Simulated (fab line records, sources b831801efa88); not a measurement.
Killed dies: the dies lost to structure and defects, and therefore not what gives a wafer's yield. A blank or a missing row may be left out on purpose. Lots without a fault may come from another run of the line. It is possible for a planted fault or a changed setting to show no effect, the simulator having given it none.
fab line records | flow sfqLine
[record] lots = 7 | wafers = 21 | lastDay = 92
route steps=325 shown L0@12 L0V@16
lots with no fault: from the same line, run without faults
startH: hours from the record's opening day to when the first of the lot's shown wafers began | waitH: hours elapsed since this lot's preceding step | " repeats the value in the row above | L1.1+2: one row covering several wafers at once | - either no value or no given start | * or withheld: withheld | < > ~ a bound
route shown NAME@n: names a module that has steps shown in the file, with the first one's number in the route | usual: mean/standard deviation of fault-free wafers | same: alike in all rows | chamber/n: place in a boat | sites: each site's reading | _std_site: how widely they spread, as a standard deviation | _edge_site: mean of outer sites minus mean of inner sites | radiusMm: for every site, how far away it sits from the centre of the wafer | mask NAME#n: copy n | behind: tool/chamber where the wafer was last shaped | hold: reason for holding the lot/hours on hold/outcome of the hold | device: whichever transistor did not switch (one of n, p or np) | end of line: at the end of the route, the tests of the same wafers | a step without rows: its recipe alone | killed: the dies lost at the first sort to structure and to defects; this is not the yield of the wafer | map: shows each die of a wafer: x if killed, . if not, _ if none is there
set.NAME: the setting that was run; set.NAME@STEP: the one run at that earlier step | model.NAME: the simulator's own value behind a step, which no gauge read
lots at some steps of the route; a table a step, a row a wafer
services: a tool's chamber out of use, with start hour (startH, from the record's first day; less than 0 if before it), hours out, and reason
[[steps]]
[step SFQ_TRILAYER_L0_BARC_OPEN_METAL_ETCH_010]
[recipe] maskMaterial = PR | chemistry = O2 | targetDepthNm = 125 | target = BARC | icpW = 600 | biasW = 80 | pressureMtorr = 10 | timeS = 41.7
[usual] biasW = 79.99/0.26 | drypumpMotorCurrentA = 5.4/0.35 | oesProductAu = 0.685/0.0049
lot.wafer | tool        | chamber | startH | waitH | biasW | drypumpMotorCurrentA | oesProductAu | rfHoursCounterH
L905.2    | rieMetal-01 | 0       | 94.50  | 0.1   | 80.02 | 5.8                  | 0.677        | 33
L905.5    | "           | 1       | "      | "     | 79.91 | 5.4                  | 0.689        | -
L905.6    | "           | 0       | "      | "     | 80.08 | 5.8                  | 0.678        | -
L906.1    | rieMetal-02 | 1       | 101.70 | 0.1   | 79.97 | 4.7                  | 0.679        | 158
L906.5    | "           | 0       | "      | "     | 80.18 | 5.7                  | 0.687        | -
L906.6    | "           | 1       | "      | "     | 79.99 | 4.7                  | 0.682        | -
L907.1    | rieMetal-03 | 0       | 108.16 | 0.1   | 80.11 | 5.2                  | 0.692        | 172
L907.5    | "           | 0       | "      | "     | 80.03 | 5.2                  | 0.678        | -
L907.6    | "           | 1       | "      | "     | 79.76 | 5.5                  | 0.688        | -
L909.1    | rieMetal-03 | 0       | 122.69 | 0.5   | 79.87 | 5.2                  | 0.690        | 175
L909.2    | "           | 1       | "      | "     | 80.21 | 5.5                  | 0.687        | 96
L909.4    | "           | 0       | "      | "     | 79.83 | 5.2                  | 0.686        | -
L915.1    | rieMetal-02 | 1       | 161.72 | 0.1   | 79.79 | 4.7                  | 0.685        | 166
L915.4    | "           | 1       | "      | "     | 79.98 | 4.7                  | 0.691        | -
L915.6    | "           | 0       | "      | "     | 80.17 | 5.7                  | 0.683        | -
L916.1    | rieMetal-03 | 0       | 167.72 | 0.1   | 80.11 | 5.2                  | 0.692        | 185
L916.3    | "           | 0       | "      | "     | 79.81 | 5.2                  | 0.683        | -
L916.4    | "           | 1       | "      | "     | 80.14 | 5.5                  | 0.683        | -
L924.3    | rieMetal-02 | 0       | 213.34 | 0.1   | 79.89 | 5.7                  | 0.695        | -
L924.4    | "           | 1       | "      | "     | 79.65 | 4.7                  | 0.684        | -
L924.5    | "           | 0       | "      | "     | 79.70 | 5.7                  | 0.691        | -
[step SFQ_TRILAYER_L0_ETCH_METAL_ETCH_008]
[recipe] target = MoNx_KI | stopOn = SiO2 | maskMaterial = PR | chemistry = SF6/O2 | targetDepthNm = 50 | icpW = 600 | biasW = 80 | pressureMtorr = 10 | timeS = 25
[usual] biasW = 80.02/0.21 | drypumpMotorCurrentA = 5.4/0.35 | oesProductAu = 0.873/0.0067
lot.wafer | tool        | chamber | startH | waitH | biasW | drypumpMotorCurrentA | oesProductAu | rfHoursCounterH
L905.2    | rieMetal-01 | 0       | 94.56  | 0.0   | 79.86 | 5.9                  | 0.869        | 33
L905.5    | "           | 1       | "      | "     | 79.95 | 5.4                  | 0.877        | -
L905.6    | "           | 0       | "      | "     | 80.14 | 5.8                  | 0.874        | -
L906.1    | rieMetal-02 | 1       | 101.76 | 0.0   | 80.03 | 4.7                  | 0.867        | 158
L906.5    | "           | 0       | "      | "     | 80.09 | 5.7                  | 0.872        | -
L906.6    | "           | 1       | "      | "     | 79.93 | 4.7                  | 0.878        | -
L907.1    | rieMetal-03 | 0       | 108.22 | 0.0   | 79.99 | 5.2                  | 0.872        | 172
L907.5    | "           | 0       | "      | "     | 79.97 | 5.2                  | 0.875        | -
L907.6    | "           | 1       | "      | "     | 80.42 | 5.5                  | 0.875        | -
L909.1    | rieMetal-03 | 0       | 122.75 | 0.0   | 79.81 | 5.2                  | 0.874        | 175
L909.2    | "           | 1       | "      | "     | 80.01 | 5.5                  | 0.875        | 96
L909.4    | "           | 0       | "      | "     | 79.95 | 5.3                  | 0.866        | -
L915.1    | rieMetal-02 | 1       | 161.78 | 0.0   | 79.97 | 4.7                  | 0.870        | 166
L915.4    | "           | 1       | "      | "     | 79.85 | 4.7                  | 0.872        | -
L915.6    | "           | 0       | "      | "     | 80.06 | 5.7                  | 0.868        | -
L916.1    | rieMetal-03 | 0       | 167.78 | 0.0   | 80.00 | 5.2                  | 0.876        | 185
L916.3    | "           | 0       | "      | "     | 79.55 | 5.3                  | 0.870        | -
L916.4    | "           | 1       | "      | "     | 80.04 | 5.5                  | 0.876        | -
L924.3    | rieMetal-02 | 0       | 213.40 | 0.0   | 79.85 | 5.6                  | 0.857        | -
L924.4    | "           | 1       | "      | "     | 79.63 | 4.7                  | 0.863        | -
L924.5    | "           | 0       | "      | "     | 80.07 | 5.7                  | 0.861        | -
[step SFQ_TRILAYER_L0_STRIP_STRIP_009]
[recipe] gas = O2 | powerW = 200 | platenTempC = 40 | overashFraction = 0.65 | chemistry = O2 | pressureMtorr = 50
[usual] drypumpMotorCurrentA = 5.4/0.35 | oesProductAu = 0.998/0.011
lot.wafer | tool        | chamber | startH | waitH | drypumpMotorCurrentA | oesProductAu | rfHoursCounterH
L905.2    | rieMetal-01 | 0       | 94.61  | 0.0   | 5.8                  | 0.976        | 33
L905.5    | "           | 1       | "      | "     | 5.4                  | 1.002        | -
L905.6    | "           | 0       | "      | "     | 5.9                  | 0.977        | -
L906.1    | rieMetal-02 | 1       | 101.81 | 0.0   | 4.7                  | 0.999        | 158
L906.5    | "           | 0       | "      | "     | 5.7                  | 0.995        | -
L906.6    | "           | 1       | "      | "     | 4.7                  | 1.005        | -
L907.1    | rieMetal-03 | 0       | 108.27 | 0.0   | 5.3                  | 1.011        | 172
L907.5    | "           | 0       | "      | "     | 5.3                  | 1.024        | -
L907.6    | "           | 1       | "      | "     | 5.5                  | 1.019        | -
L909.1    | rieMetal-03 | 0       | 122.80 | 0.0   | 5.3                  | 1.001        | 175
L909.2    | "           | 1       | "      | "     | 5.5                  | 1.006        | 97
L909.4    | "           | 0       | "      | "     | 5.3                  | 0.994        | -
L915.1    | rieMetal-02 | 1       | 161.83 | 0.0   | 4.7                  | 1.010        | 166
L915.4    | "           | 1       | "      | "     | 4.7                  | 1.012        | -
L915.6    | "           | 0       | "      | "     | 5.7                  | 0.992        | -
L916.1    | rieMetal-03 | 0       | 167.83 | 0.0   | 5.3                  | 1.003        | 185
L916.3    | "           | 0       | "      | "     | 5.3                  | 0.991        | -
L916.4    | "           | 1       | "      | "     | 5.5                  | 1.003        | -
L924.3    | rieMetal-02 | 0       | 213.63 | 0.2   | 5.7                  | 1.006        | -
L924.4    | "           | 1       | "      | "     | 4.7                  | 0.999        | -
L924.5    | "           | 0       | "      | "     | 5.7                  | 0.996        | -
[step SFQ_TRILAYER_L0_STRIP_SOLV_CLEAN_010]
[recipe] chemistry = NMP | tempC = 70 | timeS = 600
[step SFQ_TRILAYER_L0_CAP_PECVD_011]
[recipe] material = SiO2 | tempC = 150 | timeS = 13.333 | pressureTorr = 2.4 | rfW = 183.3 | precursor = SiH4/N2O | targetThkNm = 60
[usual] heaterPowerW = 83/17 | throttleValvePct = 25.2/0.89
lot.wafer | tool     | chamber | startH | waitH | heaterPowerW | throttleValvePct
L905.2    | pecvd-04 | 2       | 95.38  | 0.0   | 81           | 25.8
L905.5    | "        | 2       | "      | "     | 81           | 25.8
L905.6    | "        | 1       | "      | "     | 68           | 26.4
L906.1    | pecvd-04 | 0       | 102.58 | 0.0   | 92           | 24.4
L906.5    | "        | 2       | "      | "     | 83           | 25.8
L906.6    | "        | 0       | "      | "     | 94           | 24.9
L907.1    | pecvd-03 | 2       | 109.04 | 0.0   | 93           | 24.9
L907.5    | "        | 1       | "      | "     | 98           | 23.9
L907.6    | "        | 0       | "      | "     | 117          | 26.3
L909.1    | pecvd-02 | 0       | 123.58 | 0.0   | 59           | 25.3
L909.2    | "        | 1       | "      | "     | 70           | 25.5
L909.4    | "        | 2       | "      | "     | 63           | 24.0
L915.1    | pecvd-04 | 1       | 162.60 | 0.0   | 74           | 26.0
L915.4    | "        | 0       | "      | "     | 90           | 24.9
L915.6    | "        | 2       | "      | "     | 84           | 25.7
L916.1    | pecvd-03 | 0       | 168.60 | 0.0   | 115          | 26.4
L916.3    | "        | 2       | "      | "     | 90           | 24.8
L916.4    | "        | 1       | "      | "     | 104          | 23.8
L924.3    | pecvd-03 | 0       | 214.20 | 0.0   | 112          | 26.7
L924.4    | "        | 0       | "      | "     | 114          | 26.6
L924.5    | "        | 2       | "      | "     | 81           | 24.9
[step SFQ_TRILAYER_L0_VIA_LITHO_COAT_018]
[recipe] resist = BARC | spinRpm = 3000 | resistThkNm = 62
[step SFQ_TRILAYER_L0_VIA_LITHO_COAT_013]
[recipe] resist = KrF | spinRpm = 3000 | resistThkNm = 650
[step SFQ_TRILAYER_L0_VIA_LITHO_SOFTBAKE_017]
[recipe] tempC = withheld | timeS = withheld | resist = KrF
[step SFQ_TRILAYER_L0_VIA_LITHO_EXPOSE_014]
[recipe] maskId = L0V | na = 0.6 | sourceShape = conventional | sigmaOuter = 0.65 | targetCdNm = 700 | doseMj = 21.3
[step SFQ_TRILAYER_L0_VIA_LITHO_PEB_016]
[recipe] pebTempC = 115 | pebTimeS = 60 | resist = KrF
[step SFQ_TRILAYER_L0_VIA_LITHO_DEVELOP_015]
[recipe] timeS = 60 | resist = KrF
[step SFQ_L0V_OVL_MEAS_903]
[usual] L0V_OVL = 1/5.5
lot.wafer | tool       | chamber | startH | waitH | L0V_OVL[nm]
L905.2    | overlay-02 | -       | 107.66 | 0.1   | 5
L905.5    | "          | -       | "      | "     | 5
L905.6    | "          | -       | "      | "     | 7
L906.1    | overlay-01 | -       | 112.45 | 0.1   | 6
L906.5    | "          | -       | "      | "     | -2
L906.6    | "          | -       | "      | "     | 1
L907.1    | overlay-01 | -       | 116.05 | 0.1   | -5
L907.5    | "          | -       | "      | "     | -4
L907.6    | "          | -       | "      | "     | -4
L909.1    | overlay-01 | -       | 131.75 | 0.1   | -8
L909.2    | "          | -       | "      | "     | -13
L909.4    | "          | -       | "      | "     | -9
L915.1    | overlay-02 | -       | 169.73 | 0.1   | -9
L915.4    | "          | -       | "      | "     | 0
L915.6    | "          | -       | "      | "     | 2
L916.1    | overlay-02 | -       | 176.73 | 0.1   | -2
L916.3    | "          | -       | "      | "     | 1
L916.4    | "          | -       | "      | "     | 3
L924.3    | overlay-02 | -       | 317.53 | 0.1   | -8
L924.4    | "          | -       | "      | "     | -7
L924.5    | "          | -       | "      | "     | -8
[step SFQ_TRILAYER_L0_VIA_BARC_OPEN_VIA_ETCH_021]
[recipe] maskMaterial = PR | chemistry = O2 | targetDepthNm = 125 | target = BARC | sourceW = 500 | biasW = 80 | pressureMtorr = 30 | timeS = 41.7
[usual] biasW = 79.99/0.24 | drypumpMotorCurrentA = 6.0/0.52 | oesProductAu = 0.685/0.0051
lot.wafer | tool       | chamber | startH | waitH | biasW | drypumpMotorCurrentA | oesProductAu | rfHoursCounterH
L905.2    | rieDiel-03 | 1       | 107.69 | 0.0   | 75.86 | 5.7                  | 0.679        | 1
L905.5    | "          | 2       | "      | "     | 75.77 | 5.8                  | 0.679        | -
L905.6    | "          | 3       | "      | "     | 75.84 | 6.7                  | 0.683        | -
L906.1    | rieDiel-03 | 3       | 112.49 | 0.0   | 75.43 | 6.7                  | 0.684        | 45
L906.5    | "          | 3       | "      | "     | 75.56 | 6.7                  | 0.691        | -
L906.6    | "          | 2       | "      | "     | 75.92 | 5.8                  | 0.687        | -
L907.1    | rieDiel-03 | 2       | 116.09 | 0.0   | 75.76 | 5.8                  | 0.688        | 5
L907.5    | "          | 2       | "      | "     | 75.59 | 5.8                  | 0.681        | -
L907.6    | "          | 1       | "      | "     | 75.39 | 5.7                  | 0.676        | -
L909.1    | rieDiel-04 | 0       | 131.79 | 0.0   | 79.99 | 5.2                  | 0.687        | 5
L909.2    | "          | 1       | "      | "     | 79.89 | 6.4                  | 0.687        | 93
L909.4    | "          | 3       | "      | "     | 79.48 | 5.7                  | 0.686        | -
L915.1    | rieDiel-04 | 0       | 169.76 | 0.0   | 80.39 | 5.1                  | 0.690        | 6
L915.4    | "          | 2       | "      | "     | 80.63 | 6.2                  | 0.693        | 3
L915.6    | "          | 0       | "      | "     | 80.22 | 5.2                  | 0.677        | -
L916.1    | rieDiel-04 | 3       | 176.76 | 0.0   | 79.89 | 5.8                  | 0.690        | 23
L916.3    | "          | 1       | "      | "     | 79.68 | 6.4                  | 0.693        | 94
L916.4    | "          | 0       | "      | "     | 80.08 | 5.2                  | 0.679        | 6
L924.3    | rieDiel-03 | 0       | 317.56 | 0.0   | 79.89 | 6.4                  | 0.686        | 10
L924.4    | "          | 2       | "      | "     | 80.34 | 5.7                  | 0.682        | 7
L924.5    | "          | 0       | "      | "     | 79.78 | 6.4                  | 0.690        | -
[step SFQ_TRILAYER_L0_VIA_ETCH_VIA_ETCH_016]
[recipe] target = SiO2 | stopOn = MoNx_KI | maskMaterial = PR | chemistry = CHF3 | targetDepthNm = 80 | sourceW = 500 | biasW = 80 | pressureMtorr = 30 | timeS = withheld
[usual] biasW = 79.96/0.24 | drypumpMotorCurrentA = 6.0/0.52 | oesProductAu = 0.840/0.0081
lot.wafer | tool       | chamber | startH | waitH | biasW | drypumpMotorCurrentA | oesProductAu
L905.2    | rieDiel-03 | 1       | 107.73 | 0.0   | 79.96 | 5.7                  | 0.833
L905.5    | "          | 2       | "      | "     | 80.10 | 5.7                  | 0.842
L905.6    | "          | 3       | "      | "     | 79.75 | 6.7                  | 0.847
L906.1    | rieDiel-03 | 3       | 112.53 | 0.0   | 79.98 | 6.7                  | 0.842
L906.5    | "          | 3       | "      | "     | 79.69 | 6.7                  | 0.850
L906.6    | "          | 2       | "      | "     | 80.50 | 5.8                  | 0.851
L907.1    | rieDiel-03 | 2       | 116.13 | 0.0   | 80.01 | 5.8                  | 0.833
L907.5    | "          | 2       | "      | "     | 79.61 | 5.8                  | 0.851
L907.6    | "          | 1       | "      | "     | 79.84 | 5.7                  | 0.851
L909.1    | rieDiel-04 | 0       | 131.83 | 0.0   | 80.15 | 5.2                  | 0.839
L909.2    | "          | 1       | "      | "     | 79.99 | 6.4                  | 0.829
L909.4    | "          | 3       | "      | "     | 80.00 | 5.8                  | 0.830
L915.1    | rieDiel-04 | 0       | 169.80 | 0.0   | 80.11 | 5.1                  | 0.835
L915.4    | "          | 2       | "      | "     | 79.83 | 6.2                  | 0.831
L915.6    | "          | 0       | "      | "     | 79.81 | 5.2                  | 0.849
L916.1    | rieDiel-04 | 3       | 176.80 | 0.0   | 79.62 | 5.8                  | 0.846
L916.3    | "          | 1       | "      | "     | 80.23 | 6.4                  | 0.852
L916.4    | "          | 0       | "      | "     | 79.93 | 5.1                  | 0.854
L924.3    | rieDiel-03 | 0       | 317.60 | 0.0   | 80.10 | 6.4                  | 0.847
L924.4    | "          | 2       | "      | "     | 80.37 | 5.8                  | 0.852
L924.5    | "          | 0       | "      | "     | 79.96 | 6.4                  | 0.848
[[services]]
tool        | chamber | startH | hours | kind
rieDiel-04  | -       | 73.13  | 0.5   | repair
rieMetal-02 | -       | 115.84 | 14.6  | pm
pecvd-03    | 1       | 116.13 | 2.5   | repair
rieDiel-03  | 3       | 119.90 | 36.7  | repair
rieDiel-03  | 1       | 120.48 | 7.0   | repair
rieDiel-03  | 0       | 121.69 | 10.3  | repair
rieDiel-04  | 2       | 128.05 | 9.1   | repair
rieMetal-01 | 0       | 131.47 | 5.7   | repair
rieDiel-03  | 0       | 159.98 | 6.2   | repair
rieMetal-01 | -       | 160.50 | 14.6  | pm
rieDiel-03  | 2       | 163.37 | 8.7   | repair
pecvd-04    | -       | 167.96 | 5.1   | repair
pecvd-04    | -       | 176.00 | 2.8   | pm
pecvd-03    | 1       | 179.32 | 10.1  | repair
rieDiel-04  | 2       | 183.16 | 7.2   | repair
pecvd-03    | -       | 191.80 | 2.4   | repair
pecvd-04    | -       | 194.25 | 14.0  | pm
pecvd-04    | 0       | 198.43 | 26.6  | repair
rieDiel-04  | 1       | 219.44 | 2.6   | repair
rieMetal-02 | 0       | 224.17 | 7.0   | repair
rieMetal-02 | -       | 235.25 | 1.1   | repair
pecvd-03    | -       | 251.99 | 6.0   | pm
rieDiel-03  | -       | 260.63 | 14.6  | pm
rieMetal-01 | -       | 301.83 | 28.1  | pm
[[key]]
[firstSign] step = SFQ_TRILAYER_L0_VIA_BARC_OPEN_VIA_ETCH_021 | reading = biasW | direction = down | sigmas = 18 | usual = 79.99 | struck = 75.68
effect none on later readings
metAt SFQ_TRILAYER_L0_VIA_BARC_OPEN_VIA_ETCH_021
struckWafers L905.2,L905.5,L905.6,L906.1,L906.5,L906.6,L907.1,L907.5,L907.6
[fault] kind = processParameterDrift | tool = rieDiel-03 | chamber = - | onsetH = 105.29 | steps = SFQ_TRILAYER_L0_VIA_BARC_OPEN_VIA_ETCH_021 | channel = biasW | offset = -4.3045 | shape = step | endH = 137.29 | actsIn = theseRecipesOnly | stated = 80
